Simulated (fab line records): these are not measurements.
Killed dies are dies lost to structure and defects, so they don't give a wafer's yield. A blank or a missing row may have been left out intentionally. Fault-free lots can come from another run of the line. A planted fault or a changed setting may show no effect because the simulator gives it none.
fab line records | flow sky130
record lots=14 wafers=42 last-day=50
route steps=708 shown SD_N@350 SD_P@359 LI_CONTACT@375 PAD_OPEN@708
lots with no fault: from the same line, run without faults
start-h: hours from the record's opening day to when the first of the lot's shown wafers began | wait-h: hours from the lot's prior step to this one | " repeats the value in the row above | L1.1+2: a row that stands for several wafers | - no value, or no start was given | * or withheld: withheld | < > ~ a bound
route shown NAME@n: names a module that has steps shown in the file, with the first one's number in the route | usual: average and standard deviation across the fault-free wafers | same: alike in all rows | chamber/n: place in a boat | sites: readings site by site | _std_site: standard deviation of those values | _edge_site: the outer-site mean with the inner-site mean subtracted | radius-mm: how far each site lies from the wafer's centre | mask NAME#n: copy n | behind: the most recent tool/chamber to have shaped the wafer | hold: cause of the lot's hold/its duration in hours/its outcome | device: the transistor (n, p or np) that didn't switch | end of line: tests of these same wafers at the route's end | where a step has no rows: the recipe by itself | killed: count of dies lost to structure and defects at first sort (not the wafer's yield) | map: a wafer's dies, x killed, . not, _ none there
set.NAME: the setting as run; set.NAME@STEP: as run at that earlier step | model.NAME: the simulator's own value behind a step, which no gauge read
steps of the route over a sample of lots; a table a step, a row a wafer
services: from which hour (start-h, from the record's first day; less than 0 if before it) a tool's chamber was out of use, for how many hours, and why
## steps
# step SKY_SD_N_OVL_MEAS_08
# usual SD_N_OVL=0.3/1.3
# columns lot.wafer tool chamber start-h wait-h SD_N_OVL[nm]
L541.2 overlay-01 - 650.03 0.1 -0.9
L541.4 " - " " 0.8
L541.5 " - " " -1.3
L543.1 overlay-01 - 664.32 0.1 -1.4
L543.3 " - " " -1.3
L543.5 " - " " -0.8
L544.1 overlay-02 - 668.82 0.1 1.1
L544.4 " - " " 1.2
L544.6 " - " " 0.5
L545.2 overlay-02 - 683.93 0.1 0.7
L545.3 " - " " 2.1
L545.4 " - " " 1.8
L547.1 overlay-02 - 708.08 0.1 0.9
L547.4 " - " " -1.7
L547.6 " - " " 0.5
L551.2 overlay-01 - 739.94 0.1 2.2
L551.4 " - " " 1.9
L551.6 " - " " 2.1
L550.2 overlay-01 - 741.53 0.1 1.6
L550.4 " - " " 1.2
L550.6 " - " " 1.7
L552.2 overlay-02 - 745.96 0.1 1.0
L552.4 " - " " 0.1
L552.5 " - " " -0.2
L555.1 overlay-02 - 756.96 0.1 1.0
L555.3 " - " " -0.2
L555.4 " - " " -1.0
L556.1 overlay-01 - 772.57 0.1 1.2
L556.2 " - " " -0.1
L556.3 " - " " 0.4
L561.1 overlay-02 - 799.57 0.1 -1.6
L561.4 " - " " -0.5
L561.5 " - " " -1.1
L562.1 overlay-02 - 814.03 0.1 -0.6
L562.4 " - " " 0.3
L562.6 " - " " 1.1
L563.2 overlay-02 - 815.33 0.1 2.3
L563.4 " - " " 1.7
L563.5 " - " " 1.8
L564.1 overlay-01 - 824.11 0.1 -0.5
L564.3 " - " " -0.5
L564.6 " - " " -0.7
# step SKY_SD_N_RS_MEAS_17
# recipe thk-meas-gauge=four-point-probe
# usual SD_P_RS=147.1/0.34
# columns lot.wafer tool chamber start-h wait-h SD_P_RS[ohm/sq]
L541.2 film-metro-04 - 650.89 0.1 146.6
L541.4 " - " " 146.2
L541.5 " - " " 146.7
L543.1 film-metro-01 - 665.16 0.1 146.8
L543.3 " - " " 147.6
L543.5 " - " " 147.4
L544.1 film-metro-01 - 669.66 0.1 146.9
L544.4 " - " " 146.5
L544.6 " - " " 146.9
L545.2 film-metro-03 - 684.78 0.1 146.6
L545.3 " - " " 147.2
L545.4 " - " " 146.6
L547.1 film-metro-01 - 708.98 0.1 147.4
L547.4 " - " " 147.1
L547.6 " - " " 147.2
L551.2 film-metro-04 - 740.79 0.1 146.8
L551.4 " - " " 146.9
L551.6 " - " " 147.0
L550.2 film-metro-03 - 742.39 0.1 146.9
L550.4 " - " " 146.9
L550.6 " - " " 146.8
L552.2 film-metro-03 - 746.82 0.1 147.4
L552.4 " - " " 146.8
L552.5 " - " " 147.1
L555.1 film-metro-04 - 757.85 0.1 147.1
L555.3 " - " " 147.1
L555.4 " - " " 147.2
L556.1 film-metro-04 - 773.41 0.1 147.1
L556.2 " - " " 147.4
L556.3 " - " " 147.4
L561.1 film-metro-03 - 800.42 0.1 147.0
L561.4 " - " " 146.7
L561.5 " - " " 147.0
L562.1 film-metro-04 - 814.87 0.1 146.7
L562.4 " - " " 147.5
L562.6 " - " " 147.1
L563.2 film-metro-01 - 816.18 0.1 147.0
L563.4 " - " " 146.9
L563.5 " - " " 147.0
L564.1 film-metro-01 - 824.95 0.1 147.3
L564.3 " - " " 147.5
L564.6 " - " " 147.1
# step SKY_LI_CONTACT_OVL_MEAS_13
# usual LI_CONTACT_OVL=0/6.4
# columns lot.wafer tool chamber start-h wait-h LI_CONTACT_OVL[nm]
L541.2 overlay-02 - 679.58 0.1 -2
L541.4 " - " " 1
L541.5 " - " " -3
L543.1 overlay-02 - 694.23 0.1 0
L543.3 " - " " -1
L543.5 " - " " 6
L544.1 overlay-01 - 698.06 0.1 -1
L544.4 " - " " -8
L544.6 " - " " 2
L545.2 overlay-01 - 713.91 0.1 4
L545.3 " - " " 8
L545.4 " - " " 3
L547.1 overlay-02 - 737.43 0.1 3
L547.4 " - " " 5
L547.6 " - " " 1
L551.2 overlay-02 - 767.96 0.1 -4
L551.4 " - " " -5
L551.6 " - " " -2
L550.2 overlay-02 - 769.74 0.1 3
L550.4 " - " " -3
L550.6 " - " " 4
L552.2 overlay-01 - 774.91 0.1 3
L552.4 " - " " -3
L552.5 " - " " -7
L555.1 overlay-01 - 784.98 0.1 -3
L555.3 " - " " 0
L555.4 " - " " -2
L556.1 overlay-01 - 801.12 0.1 -11
L556.2 " - " " -13
L556.3 " - " " -11
L561.1 overlay-02 - 827.78 0.1 10
L561.4 " - " " 15
L561.5 " - " " 10
L562.1 overlay-02 - 841.98 0.1 -7
L562.4 " - " " -11
L562.6 " - " " -11
L563.2 overlay-01 - 843.54 0.1 -6
L563.4 " - " " -3
L563.5 " - " " 3
L564.1 overlay-02 - 852.38 0.1 10
L564.3 " - " " 8
L564.6 " - " " 3
# step SKY_LI_CONTACT_SPUTTER_19
# recipe material=Ti target-thk-nm=20 chamber-pressure-pa=5 power-w=2500 substrate-temp-c=200 time-s=106.37
# usual cathode-dc-power-W=2500.1/0.47 chamber-pressure-pa=4.999/0.012 throttle-valve-pct=30.2/1.2
# columns lot.wafer tool chamber start-h wait-h cathode-dc-power-W chamber-pressure-pa throttle-valve-pct
L541.2 pvd-sputter-04 - 680.03 0.0 2500.3 5.000 29.2
L541.4 " - " " 2500.7 5.003 30.3
L541.5 " - " " 2500.0 4.979 30.6
L543.1 pvd-sputter-04 - 694.69 0.0 2500.6 4.984 28.3
L543.3 " - " " 2499.7 4.981 29.0
L543.5 " - " " 2500.1 5.007 29.7
L544.1 pvd-sputter-04 - 698.52 0.0 2499.8 4.993 30.1
L544.4 " - " " 2500.1 5.000 29.0
L544.6 " - " " 2499.4 4.976 30.3
L545.2 pvd-sputter-03 - 714.37 0.0 2498.8 4.987 29.0
L545.3 " - " " 2500.8 4.987 31.9
L545.4 " - " " 2499.7 4.998 31.6
L547.1 pvd-sputter-01 - 737.92 0.0 2499.9 4.984 31.8
L547.4 " - " " 2500.1 5.006 29.0
L547.6 " - " " 2499.8 5.013 30.2
L551.2 pvd-sputter-03 - 768.42 0.0 2500.1 4.982 32.0
L551.4 " - " " 2500.2 5.012 31.1
L551.6 " - " " 2499.4 5.002 31.6
L550.2 pvd-sputter-04 - 770.19 0.0 2499.9 4.992 28.1
L550.4 " - " " 2500.6 4.997 29.7
L550.6 " - " " 2500.2 4.999 28.0
L552.2 pvd-sputter-01 - 775.37 0.0 2499.9 4.990 30.3
L552.4 " - " " 2501.0 4.983 32.0
L552.5 " - " " 2501.0 4.997 29.1
L555.1 pvd-sputter-04 - 785.45 0.0 2500.6 5.002 29.1
L555.3 " - " " 2500.0 4.990 30.0
L555.4 " - " " 2500.4 5.006 30.5
L556.1 pvd-sputter-03 - 801.58 0.0 2499.8 5.016 29.1
L556.2 " - " " 2499.6 4.984 32.0
L556.3 " - " " 2499.4 5.014 31.7
L561.1 pvd-sputter-04 - 828.25 0.0 - - -
L561.4 " - " " - - -
L561.5 " - " " - - -
L562.1 pvd-sputter-01 - 842.44 0.0 - - -
L562.4 " - " " - - -
L562.6 " - " " - - -
L563.2 pvd-sputter-04 - 843.99 0.0 2500.8 5.026 30.4
L563.4 " - " " 2500.2 5.010 28.1
L563.5 " - " " 2501.0 5.015 30.2
L564.1 pvd-sputter-04 - 852.84 0.0 2499.9 4.999 28.0
L564.3 " - " " 2500.1 4.997 28.9
L564.6 " - " " 2499.3 5.012 30.5
# step SKY_PAD_OPEN_PROBE_99
# usual defect-limited-yield=82.6/1.8 killed_at_M0_to_M3=43/6.3 killed_at_M4_up=3.0/1.6 killed-at-contacts=25/5 killed-at-front-end=15/4.4 killed-at-other=0.3/0.8 killed-dies=85/8.7 killed-on-rim=17/3.7 killed-open=47/6.9 killed-short=38/6.3 sort_bin_3_pad_short=0.9/0.39 sort_bin_5_function=10.3/1.3 sort_bin_6_memory=6.2/1.1 sort-n-pass=407/8.8 sort-yield-pct=82.6/1.8
# same gross-dies=492 killed-at-back-side=0 sort_bin_4_leakage[%]=0 sort_bin_8_speed[%]=0
# columns lot.wafer tool chamber start-h wait-h defect-limited-yield[%] killed_at_M0_to_M3 killed_at_M4_up killed-at-contacts killed-at-front-end killed-at-other killed-dies killed-on-rim killed-open killed-short sort_bin_3_pad_short[%] sort_bin_5_function[%] sort_bin_6_memory[%] sort-n-pass sort-yield-pct[%]
L541.2 prober-01 - 1077.99 0.1 86.2 30 3 24 11 0 68 14 34 34 1.4 7.5 4.9 424 86.2
L541.4 prober-01 - 1078.09 0.2 84.3 33 2 27 15 0 77 15 44 33 0.8 8.3 6.5 415 84.3
L541.5 prober-01 - 1078.14 0.2 82.5 38 0 28 19 1 86 20 49 37 1.0 8.9 7.5 406 82.5
L543.1 prober-01 - 1090.81 0.1 82.7 37 3 33 12 0 85 15 46 39 1.4 10.8 5.1 407 82.7
L543.3 prober-01 - 1090.91 0.2 83.9 41 3 23 12 0 79 14 41 38 1.2 10.0 4.9 413 83.9
L543.5 prober-01 - 1091.01 0.2 83.9 45 5 17 12 0 79 18 46 33 0.4 10.0 5.7 413 83.9
L544.1 prober-02 - 1093.67 0.1 81.3 51 4 21 15 1 92 21 52 40 0.6 10.8 7.3 400 81.3
L544.4 prober-02 - 1093.82 0.2 82.5 44 1 27 14 0 86 23 50 36 1.6 12.2 3.7 406 82.5
L544.6 prober-02 - 1093.92 0.2 85.4 28 1 24 19 0 72 8 45 27 0.4 8.9 5.3 420 85.4
L545.2 prober-01 - 1101.13 0.1 80.1 52 5 24 16 1 98 18 51 47 0.4 11.6 7.9 394 80.1
L545.3 prober-01 - 1101.18 0.2 80.3 51 5 17 24 0 97 18 46 51 1.2 12.2 6.3 395 80.3
L545.4 prober-01 - 1101.23 0.2 82.7 35 3 27 20 0 85 14 42 43 1.0 10.4 5.9 407 82.7
L547.1 prober-02 - 1121.61 0.1 80.5 47 3 27 18 1 96 18 53 43 0.8 11.4 7.3 396 80.5
L547.4 prober-02 - 1121.76 0.2 81.3 43 4 29 16 0 92 14 57 35 0.2 12.2 6.3 400 81.3
L547.6 prober-02 - 1121.86 0.2 82.5 41 1 26 18 0 86 18 49 37 0.4 10.2 6.9 406 82.5
L551.2 prober-02 - 1142.86 0.1 80.3 37 7 36 16 1 97 14 58 39 0.6 11.8 7.3 395 80.3
L551.4 prober-02 - 1142.96 0.2 82.5 35 2 24 22 3 86 19 55 29 0.6 10.2 6.7 406 82.5
L551.6 prober-02 - 1143.06 0.2 82.3 45 1 30 10 1 87 16 49 38 0.8 9.6 7.3 405 82.3
L550.2 prober-01 - 1143.69 0.1 84.6 30 2 27 17 0 76 14 36 40 0.6 10.0 4.9 416 84.6
L550.4 prober-01 - 1143.79 0.2 80.1 52 3 32 10 1 98 18 57 41 1.0 12.0 6.9 394 80.1
L550.6 prober-01 - 1143.89 0.2 83.5 35 4 25 16 1 81 19 43 38 0.8 8.3 7.3 411 83.5
L552.2 prober-02 - 1152.64 0.1 83.9 36 4 21 18 0 79 13 43 34 0.2 9.6 6.3 413 83.9
L552.4 prober-02 - 1152.74 0.2 82.7 48 1 22 14 0 85 17 45 40 0.6 9.8 6.9 407 82.7
L552.5 prober-02 - 1152.79 0.2 83.9 41 4 16 18 0 79 17 44 35 0.4 8.9 6.7 413 83.9
L555.1 prober-01 - 1157.17 0.1 81.9 49 3 22 15 0 89 13 45 44 0.8 9.1 8.1 403 81.9
L555.3 prober-01 - 1157.27 0.2 83.1 41 1 23 18 0 83 21 34 49 1.4 8.7 6.7 409 83.1
L555.4 prober-01 - 1157.32 0.2 85.6 42 1 22 6 0 71 11 45 26 0.4 9.6 4.5 421 85.6
L556.1 prober-01 - 1167.78 0.1 86.4 27 1 22 17 0 67 13 31 36 1.2 8.5 3.9 425 86.4
L556.2 prober-01 - 1167.83 0.1 80.7 50 4 23 18 0 95 18 50 45 0.4 11.4 7.5 397 80.7
L556.3 prober-01 - 1167.88 0.2 82.1 42 4 32 10 0 88 8 48 40 1.0 10.6 6.3 404 82.1
L563.2 prober-02 - 1195.82 0.1 85.2 36 4 24 9 0 73 14 36 37 1.2 8.1 5.5 419 85.2
L563.4 prober-02 - 1195.92 0.2 82.7 42 2 29 12 0 85 20 47 38 1.0 8.5 7.7 407 82.7
L563.5 prober-02 - 1195.97 0.2 83.3 46 5 21 10 0 82 14 42 40 0.4 10.0 6.3 410 83.3
L564.1 prober-02 - 1196.58 0.1 82.7 41 3 28 13 0 85 16 40 45 0.2 11.0 6.1 407 82.7
L564.3 prober-02 - 1196.68 0.2 84.1 35 1 23 19 0 78 15 46 32 0.8 9.3 5.7 414 84.1
L564.6 prober-02 - 1196.83 0.2 83.7 43 2 26 9 0 80 16 41 39 1.2 9.3 5.7 412 83.7
# killed by level:class
L541.2 CONTACT:geometric-particle:open=10 VIA1:geometric-particle:open=7 LOCAL_INTERCONNECT:geometric-particle:short=6 VIA2:geometric-particle:open=4 VIA3:geometric-particle:open=4 FIELD_ISO:geometric-particle:short=3 LI_CONTACT:geometric-particle:open=3 METAL1:geometric-particle:short=3
L541.4 VIA1:geometric-particle:open=11 CONTACT:geometric-particle:open=8 LI_CONTACT:geometric-particle:open=6 CONTACT:geometric-particle:short=5 VIA2:geometric-particle:open=5 FIELD_ISO:geometric-particle:short=4 FIELD_ISO:geometric-particle:open=4 LOCAL_INTERCONNECT:geometric-particle:short=4
L541.5 CONTACT:geometric-particle:open=14 VIA3:geometric-particle:open=8 METAL1:geometric-particle:short=7 FIELD_ISO:geometric-particle:open=5 POLY_GATE:geometric-particle:short=5 LI_CONTACT:geometric-particle:open=5 VIA2:geometric-particle:open=5 CONTACT:geometric-particle:short=4
L543.1 LI_CONTACT:geometric-particle:open=12 CONTACT:geometric-particle:short=10 VIA1:geometric-particle:open=7 CONTACT:geometric-particle:open=6 VIA2:geometric-particle:open=6 VIA3:geometric-particle:open=6 METAL2:geometric-particle:short=4 VIA3:geometric-particle:short=4
L543.3 VIA1:geometric-particle:open=12 CONTACT:geometric-particle:open=7 METAL2:geometric-particle:short=6 POLY_GATE:geometric-particle:short=5 LI_CONTACT:geometric-particle:open=5 VIA2:geometric-particle:open=5 POLY_GATE:geometric-particle:open=4 LOCAL_INTERCONNECT:geometric-particle:short=4
L543.5 VIA1:geometric-particle:open=13 POLY_GATE:geometric-particle:short=8 VIA3:geometric-particle:open=7 CONTACT:geometric-particle:short=6 LI_CONTACT:geometric-particle:open=5 CONTACT:geometric-particle:open=5 VIA2:geometric-particle:open=5 VIA1:geometric-particle:short=5
L544.1 VIA1:geometric-particle:open=18 CONTACT:geometric-particle:open=8 FIELD_ISO:geometric-particle:open=7 CONTACT:geometric-particle:short=6 METAL1:geometric-particle:short=6 LI_CONTACT:geometric-particle:open=5 METAL2:geometric-particle:short=5 VIA2:geometric-particle:open=5
L544.4 LI_CONTACT:geometric-particle:open=10 VIA2:geometric-particle:open=9 CONTACT:geometric-particle:open=7 METAL2:geometric-particle:short=7 VIA3:geometric-particle:open=6 VIA1:geometric-particle:open=6 FIELD_ISO:geometric-particle:short=5 LI_CONTACT:geometric-particle:short=5
L544.6 CONTACT:geometric-particle:open=7 VIA1:geometric-particle:open=7 LI_CONTACT:geometric-particle:open=6 VIA3:geometric-particle:open=6 FIELD_ISO:geometric-particle:open=5 FIELD_ISO:geometric-particle:short=5 POLY_GATE:geometric-particle:open=4 METAL2:geometric-particle:short=4
L545.2 CONTACT:geometric-particle:open=11 METAL2:geometric-particle:short=10 VIA3:geometric-particle:open=9 FIELD_ISO:geometric-particle:open=8 VIA1:geometric-particle:open=8 VIA1:geometric-particle:short=7 METAL1:geometric-particle:short=5 VIA2:geometric-particle:short=5
L545.3 VIA1:geometric-particle:open=9 VIA3:geometric-particle:open=9 LOCAL_INTERCONNECT:geometric-particle:short=7 FIELD_ISO:geometric-particle:short=6 VIA1:geometric-particle:short=6 METAL2:geometric-particle:short=6 POLY_GATE:geometric-particle:open=5 METAL1:geometric-particle:short=5
L545.4 VIA1:geometric-particle:open=9 LI_CONTACT:geometric-particle:open=7 METAL2:geometric-particle:short=7 FIELD_ISO:geometric-particle:short=6 CONTACT:geometric-particle:open=6 LOCAL_INTERCONNECT:geometric-particle:short=5 VIA3:geometric-particle:open=5 POLY_CUT:geometric-particle:open=4
L547.1 VIA1:geometric-particle:open=11 LI_CONTACT:geometric-particle:open=9 VIA3:geometric-particle:open=8 METAL2:geometric-particle:short=8 CONTACT:geometric-particle:open=6 VIA1:geometric-particle:short=5 CONTACT:geometric-particle:short=5 VIA2:geometric-particle:open=5
L547.4 LI_CONTACT:geometric-particle:open=12 VIA1:geometric-particle:open=10 CONTACT:geometric-particle:open=7 VIA1:geometric-particle:short=6 VIA3:geometric-particle:open=6 METAL1:geometric-particle:short=6 POLY_GATE:geometric-particle:open=5 LOCAL_INTERCONNECT:geometric-particle:short=5
L547.6 VIA1:geometric-particle:open=11 METAL2:geometric-particle:short=8 CONTACT:geometric-particle:open=7 LOCAL_INTERCONNECT:geometric-particle:short=6 POLY_GATE:geometric-particle:open=6 LI_CONTACT:geometric-particle:open=6 FIELD_ISO:geometric-particle:short=5 FIELD_ISO:geometric-particle:open=5
L551.2 CONTACT:geometric-particle:open=14 LI_CONTACT:geometric-particle:open=11 VIA3:geometric-particle:open=7 VIA2:geometric-particle:open=6 METAL3:geometric-particle:short=5 LOCAL_INTERCONNECT:geometric-particle:short=4 VIA1:geometric-particle:open=4 METAL1:geometric-particle:short=4
L551.4 VIA3:geometric-particle:open=10 VIA1:geometric-particle:open=9 POLY_GATE:geometric-particle:open=7 LOCAL_INTERCONNECT:geometric-particle:short=7 CONTACT:geometric-particle:open=6 LI_CONTACT:geometric-particle:open=6 FIELD_ISO:geometric-particle:open=5 POLY_GATE:geometric-particle:short=5
L551.6 CONTACT:geometric-particle:open=9 CONTACT:geometric-particle:short=8 VIA2:geometric-particle:open=8 LI_CONTACT:geometric-particle:open=7 VIA1:geometric-particle:open=7 VIA3:geometric-particle:short=7 VIA3:geometric-particle:open=6 POLY_GATE:geometric-particle:open=5
L550.2 LI_CONTACT:geometric-particle:open=7 POLY_GATE:geometric-particle:open=5 METAL1:geometric-particle:short=5 CONTACT:geometric-particle:short=5 CONTACT:geometric-particle:open=5 VIA3:geometric-particle:open=5 METAL2:geometric-particle:short=5 LI_CONTACT:geometric-particle:short=4
L550.4 VIA1:geometric-particle:open=19 CONTACT:geometric-particle:open=10 VIA3:geometric-particle:open=9 LOCAL_INTERCONNECT:geometric-particle:short=8 LI_CONTACT:geometric-particle:open=7 CONTACT:geometric-particle:short=6 VIA1:geometric-particle:short=6 VIA3:geometric-particle:short=5
L550.6 CONTACT:geometric-particle:open=11 VIA1:geometric-particle:open=11 CONTACT:geometric-particle:short=6 VIA2:geometric-particle:open=5 VIA3:geometric-particle:open=5 FIELD_ISO:geometric-particle:short=4 LI_CONTACT:geometric-particle:open=4 METAL4:geometric-particle:short=4
L552.2 VIA1:geometric-particle:open=15 LI_CONTACT:geometric-particle:open=7 FIELD_ISO:geometric-particle:short=6 POLY_GATE:geometric-particle:open=6 VIA2:geometric-particle:open=6 LOCAL_INTERCONNECT:geometric-particle:short=5 CONTACT:geometric-particle:open=4 POLY_GATE:geometric-particle:short=4
L552.4 VIA1:geometric-particle:open=9 LI_CONTACT:geometric-particle:open=8 METAL2:geometric-particle:short=7 METAL1:geometric-particle:short=6 VIA3:geometric-particle:open=6 POLY_GATE:geometric-particle:open=5 CONTACT:geometric-particle:open=5 VIA2:geometric-particle:open=5
L552.5 VIA1:geometric-particle:open=11 CONTACT:geometric-particle:open=7 METAL1:geometric-particle:short=6 LI_CONTACT:geometric-particle:open=5 VIA2:geometric-particle:open=5 FIELD_ISO:geometric-particle:short=4 VIA3:geometric-particle:open=4 METAL3:geometric-particle:short=4
L555.1 CONTACT:geometric-particle:open=11 VIA3:geometric-particle:open=8 VIA1:geometric-particle:short=7 METAL2:geometric-particle:short=6 METAL1:geometric-particle:short=6 VIA1:geometric-particle:open=6 POLY_GATE:geometric-particle:short=5 LOCAL_INTERCONNECT:geometric-particle:short=5
L555.3 FIELD_ISO:geometric-particle:short=9 CONTACT:geometric-particle:short=7 VIA3:geometric-particle:open=6 VIA2:geometric-particle:open=6 LI_CONTACT:geometric-particle:open=5 CONTACT:geometric-particle:open=5 VIA1:geometric-particle:open=5 VIA2:geometric-particle:short=5
L555.4 VIA1:geometric-particle:open=10 CONTACT:geometric-particle:open=9 VIA2:geometric-particle:open=7 LI_CONTACT:geometric-particle:open=6 VIA3:geometric-particle:open=6 METAL1:geometric-particle:short=5 VIA1:geometric-particle:short=5 FIELD_ISO:geometric-particle:open=3
L556.1 FIELD_ISO:geometric-particle:short=7 CONTACT:geometric-particle:open=7 LI_CONTACT:geometric-particle:open=6 VIA3:geometric-particle:short=5 FIELD_ISO:geometric-particle:open=4 LI_CONTACT:geometric-particle:short=4 VIA1:geometric-particle:short=4 VIA2:geometric-particle:open=4
L556.2 VIA1:geometric-particle:open=13 VIA3:geometric-particle:open=11 CONTACT:geometric-particle:open=9 LOCAL_INTERCONNECT:geometric-particle:short=6 VIA1:geometric-particle:short=5 METAL1:geometric-particle:short=5 POLY_GATE:geometric-particle:short=4 METAL4:geometric-particle:short=4
L556.3 LI_CONTACT:geometric-particle:open=14 VIA1:geometric-particle:open=11 CONTACT:geometric-particle:open=7 METAL2:geometric-particle:short=7 VIA1:geometric-particle:short=5 FIELD_ISO:geometric-particle:open=4 VIA3:geometric-particle:open=4 CONTACT:geometric-particle:short=4
L563.2 CONTACT:geometric-particle:open=14 VIA1:geometric-particle:open=7 METAL2:geometric-particle:short=6 CONTACT:geometric-particle:short=5 FIELD_ISO:geometric-particle:short=4 METAL1:geometric-particle:short=4 VIA2:geometric-particle:open=4 LI_CONTACT:geometric-particle:open=3
L563.4 CONTACT:geometric-particle:open=16 VIA1:geometric-particle:open=11 CONTACT:geometric-particle:short=6 METAL1:geometric-particle:short=6 VIA1:geometric-particle:short=5 VIA2:geometric-particle:open=4 VIA3:geometric-particle:short=4 VIA3:geometric-particle:open=4
L563.5 VIA1:geometric-particle:open=15 LI_CONTACT:geometric-particle:open=6 CONTACT:geometric-particle:open=6 METAL1:geometric-particle:short=5 VIA3:geometric-particle:open=5 VIA1:geometric-particle:short=5 VIA3:geometric-particle:short=5 LOCAL_INTERCONNECT:geometric-particle:short=4
L564.1 CONTACT:geometric-particle:open=9 LOCAL_INTERCONNECT:geometric-particle:short=9 VIA1:geometric-particle:open=9 VIA3:geometric-particle:open=8 LI_CONTACT:geometric-particle:open=5 METAL3:geometric-particle:short=5 VIA3:geometric-particle:short=5 POLY_GATE:geometric-particle:open=4
L564.3 LI_CONTACT:geometric-particle:open=10 POLY_GATE:geometric-particle:open=8 CONTACT:geometric-particle:open=6 VIA3:geometric-particle:open=6 VIA1:geometric-particle:open=6 POLY_GATE:geometric-particle:short=5 METAL1:geometric-particle:short=5 METAL2:geometric-particle:short=5
L564.6 CONTACT:geometric-particle:open=9 VIA2:geometric-particle:open=7 VIA1:geometric-particle:open=7 LI_CONTACT:geometric-particle:open=7 METAL2:geometric-particle:short=7 LOCAL_INTERCONNECT:geometric-particle:short=5 METAL1:geometric-particle:short=4 METAL3:geometric-particle:short=4
## services
# columns tool chamber start-h hours kind
pvd-sputter-03 - 676.62 2.1 repair
pvd-sputter-03 - 677.29 5.2 repair
pvd-sputter-04 - 692.82 1.4 repair
pvd-sputter-04 - 845.37 2.5 repair
pvd-sputter-03 - 849.39 10.7 repair
## key
first-sign step=SKY_LI_CONTACT_SPUTTER_19 reading=tool-record direction=missing
effect none on later readings
met-at SKY_LI_CONTACT_SPUTTER_19
struck-lots L561,L562
rows-end L561.1,L561.4,L561.5,L562.1,L562.4,L562.6
not-acting-at SKY_SD_N_OVL_MEAS_08,SKY_SD_N_RS_MEAS_17,SKY_LI_CONTACT_OVL_MEAS_13
onset-between 785.45 828.25
fault kind=skipped-step-whole tool=pvd-sputter-01,pvd-sputter-04 chamber=- onset-h=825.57 steps=SKY_LI_CONTACT_SPUTTER_19 scope=struck-lots-only
# rows-end: these wafers met a further fault down the route, and their rows from its step on are left out
